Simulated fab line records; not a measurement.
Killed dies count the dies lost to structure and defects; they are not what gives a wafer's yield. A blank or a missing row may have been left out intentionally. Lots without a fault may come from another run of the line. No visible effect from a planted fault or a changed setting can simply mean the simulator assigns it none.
Which tool was responsible? | flow gf180mcu | 12 lots (36 wafers sampled), 1 step of a 602-step route

WHAT THE GAUGES READ, wafer by wafer
GF_CONTACT_THK_MEAS_01.
lot  | measured     | on            | CONTACT_CVD_00_THK (nm)
L075 | day 15 08:59 | film_metro-03 | 297 299 300
L077 | day 16 04:30 | film_metro-04 | 301 297 297
L079 | day 17 00:35 | film_metro-03 | 303 300 301
L081 | day 17 21:19 | film_metro-04 | 303 298 304
L083 | day 18 06:30 | film_metro-01 | 303 303 301
L085 | day 19 06:59 | film_metro-04 | 302 300 303
L087 | day 19 17:07 | film_metro-01 | 294 297 293
L089 | day 20 15:13 | film_metro-04 | 303 295 303
L091 | day 21 06:49 | film_metro-01 | 297 302 295
L093 | day 21 22:22 | film_metro-03 | 297 294 303
L095 | day 22 14:04 | film_metro-01 | 301 298 301
L097 | day 23 14:40 | film_metro-01 | 303 304 301

WHAT TOOL EACH LOT RAN ON (gives the tool, then ch and the chambers of the sampled wafers, and finally the start)
There is no process step in the record ahead of these readings.

THE ANSWER, worked out from the rows above alone
Rule: usual is defined by the lots themselves. Put in order of their means at a reading, lots are off if they are a third of the lots or fewer, leave a main group of 4 or more, and stand apart from it by a gap of 3 or more times the standard deviation of the main group's means; of several such gaps the widest counts. A main group whose means are all the same, to the digits that the tables above print for the reading, isn't used. Also off: a lot with no number at a reading for which 4 or more lots have one. All remaining lots with rows at the step are treated as sound.
Nothing can be told from this: no lot is off at any reading shown.

WHAT THE SIMULATOR HAD INSERTED
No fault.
